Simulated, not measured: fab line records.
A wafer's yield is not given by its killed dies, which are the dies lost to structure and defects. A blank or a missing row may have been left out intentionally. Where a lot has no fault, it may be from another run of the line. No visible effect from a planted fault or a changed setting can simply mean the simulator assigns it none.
Check of tool commonality / flow sky130 / 10 lots, 30 wafers sampled

## WHY THIS WAS OPENED
Of 10 lots, 1 have the reading POLY_GATE_CVD_00_THK flagged at SKY_POLY_GATE_THK_MEAS_01. Wafers without a fault read 179.6 nm, standard deviation 1.6.
Rule: a lot is flagged when every wafer of it that has a number lies more than 4 standard deviations from that mean, or none has a number. The rest of the lots are taken to be sound.

lot=L259; measured=day 13 19:00; on=film_metro-04; POLY_GATE_CVD_00_THK (nm), wafer by wafer=179.3 180.0 178.7; flag=
lot=L260; measured=day 14 08:22; on=film_metro-03; POLY_GATE_CVD_00_THK (nm), wafer by wafer=184.0 182.1 182.6; flag=
lot=L261; measured=day 14 15:11; on=film_metro-04; POLY_GATE_CVD_00_THK (nm), wafer by wafer=179.2 176.1 178.9; flag=
lot=L262; measured=day 14 19:44; on=film_metro-04; POLY_GATE_CVD_00_THK (nm), wafer by wafer=181.3 182.6 180.7; flag=
lot=L263; measured=day 15 11:20; on=film_metro-04; POLY_GATE_CVD_00_THK (nm), wafer by wafer=179.7 178.9 180.7; flag=
lot=L264; measured=day 16 00:02; on=film_metro-01; POLY_GATE_CVD_00_THK (nm), wafer by wafer=180.2 181.6 179.6; flag=
lot=L267; measured=day 16 20:37; on=film_metro-03; POLY_GATE_CVD_00_THK (nm), wafer by wafer=176.3 177.3 178.3; flag=
lot=L268; measured=day 17 05:59; on=film_metro-03; POLY_GATE_CVD_00_THK (nm), wafer by wafer=179.3 181.0 180.9; flag=
lot=L273; measured=day 19 01:38; on=film_metro-03; POLY_GATE_CVD_00_THK (nm), wafer by wafer=161.2 160.7 161.6; flag=FLAGGED
lot=L282; measured=day 22 06:02; on=film_metro-03; POLY_GATE_CVD_00_THK (nm), wafer by wafer=179.3 180.0 179.6; flag=
On average the flagged lots' numbers are 161.2 nm, which is -18.4 nm against the usual, or -12 standard deviations.

## WHICH TOOL RAN EACH LOT
Before the reading, the record contains 2 process steps out of a 708-step route. Read each cell as the tool, then ch plus the chambers that the sampled wafers visited, then the start.
lot=L259; flag=; SKY_VT_ADJUST_HVTR_STRIP_10=plasma_asher-02 ch 0,1, day 9 09:07; SKY_POLY_GATE_CVD_00=lpcvd-01 ch 1, day 13 17:47
lot=L260; flag=; SKY_VT_ADJUST_HVTR_STRIP_10=plasma_asher-02 ch 0,1, day 9 20:49; SKY_POLY_GATE_CVD_00=lpcvd-01 ch 0, day 14 07:10
lot=L261; flag=; SKY_VT_ADJUST_HVTR_STRIP_10=plasma_asher-03 ch 0,1, day 9 22:01; SKY_POLY_GATE_CVD_00=lpcvd-01 ch 1, day 14 13:59
lot=L262; flag=; SKY_VT_ADJUST_HVTR_STRIP_10=plasma_asher-04 ch 0,1, day 10 05:31; SKY_POLY_GATE_CVD_00=lpcvd-01 ch 1, day 14 18:32
lot=L263; flag=; SKY_VT_ADJUST_HVTR_STRIP_10=plasma_asher-04 ch 0,1, day 10 17:23; SKY_POLY_GATE_CVD_00=lpcvd-01 ch 1, day 15 10:07
lot=L264; flag=; SKY_VT_ADJUST_HVTR_STRIP_10=plasma_asher-02 ch 0,1, day 11 05:28; SKY_POLY_GATE_CVD_00=lpcvd-01 ch 0, day 15 22:50
lot=L267; flag=; SKY_VT_ADJUST_HVTR_STRIP_10=plasma_asher-04 ch 0,1, day 11 23:58; SKY_POLY_GATE_CVD_00=lpcvd-01 ch 0, day 16 19:25
lot=L268; flag=; SKY_VT_ADJUST_HVTR_STRIP_10=plasma_asher-04 ch 0,1, day 12 04:49; SKY_POLY_GATE_CVD_00=lpcvd-01 ch 0, day 17 04:46
lot=L273; flag=FLAGGED; SKY_VT_ADJUST_HVTR_STRIP_10=plasma_asher-03 ch 0,1, day 13 17:46; SKY_POLY_GATE_CVD_00=lpcvd-01 ch 0, day 18 22:56
lot=L282; flag=; SKY_VT_ADJUST_HVTR_STRIP_10=plasma_asher-03 ch 0,1, day 16 19:16; SKY_POLY_GATE_CVD_00=lpcvd-01 ch 0, day 22 04:50
What these steps do:
- SKY_VT_ADJUST_HVTR_STRIP_10: strips in O2/N2.
- SKY_POLY_GATE_CVD_00: deposits poly-Si, target thk 180 nm, time 720 s.
- SKY_POLY_GATE_THK_MEAS_01

## FLAGGED OVER TOTAL, TOOL BY TOOL (the gauges that took the reading come last)
step=SKY_VT_ADJUST_HVTR_STRIP_10; tool=plasma_asher-02; lots run=3; flagged=0; share of the flagged lots=none; sound lots run after its first flagged lot=-
step=SKY_VT_ADJUST_HVTR_STRIP_10; tool=plasma_asher-03; lots run=3; flagged=1; share of the flagged lots=all; sound lots run after its first flagged lot=1 (L282)
step=SKY_VT_ADJUST_HVTR_STRIP_10; tool=plasma_asher-04; lots run=4; flagged=0; share of the flagged lots=none; sound lots run after its first flagged lot=-
step=SKY_POLY_GATE_CVD_00; tool=lpcvd-01; lots run=10; flagged=1; share of the flagged lots=all; sound lots run after its first flagged lot=1 (L282)
step=SKY_POLY_GATE_THK_MEAS_01; tool=film_metro-01; lots run=1; flagged=0; share of the flagged lots=none; sound lots run after its first flagged lot=-
step=SKY_POLY_GATE_THK_MEAS_01; tool=film_metro-03; lots run=5; flagged=1; share of the flagged lots=all; sound lots run after its first flagged lot=1 (L282)
step=SKY_POLY_GATE_THK_MEAS_01; tool=film_metro-04; lots run=4; flagged=0; share of the flagged lots=none; sound lots run after its first flagged lot=-

## WHAT THE TABLE PERMITS
All flagged lots were run by 3 table rows, namely plasma_asher-03 at SKY_VT_ADJUST_HVTR_STRIP_10, lpcvd-01 at SKY_POLY_GATE_CVD_00, film_metro-03 at SKY_POLY_GATE_THK_MEAS_01.
- plasma_asher-03 at SKY_VT_ADJUST_HVTR_STRIP_10 ran 3 lots, 1 of them flagged. Lots that were sound ran on it after the first flagged one (L282); a persistent fault on the entire tool would not allow that.
- lpcvd-01 at SKY_POLY_GATE_CVD_00 ran 10 lots, 1 of them flagged. Lots that were sound ran on it after the first flagged one (L282); a persistent fault on the entire tool would not allow that. Its own readings lie more than 4 standard deviations out on every wafer of the flagged lots: susceptor_temp_C.
- film_metro-03 at SKY_POLY_GATE_THK_MEAS_01 ran 5 lots, 1 of them flagged. Lots that were sound ran on it after the first flagged one (L282); a persistent fault on the entire tool would not allow that.
None of the table's rows ran every flagged lot and, after the first, no sound lot.

## WHAT WAS PUT IN BY THE SIMULATOR
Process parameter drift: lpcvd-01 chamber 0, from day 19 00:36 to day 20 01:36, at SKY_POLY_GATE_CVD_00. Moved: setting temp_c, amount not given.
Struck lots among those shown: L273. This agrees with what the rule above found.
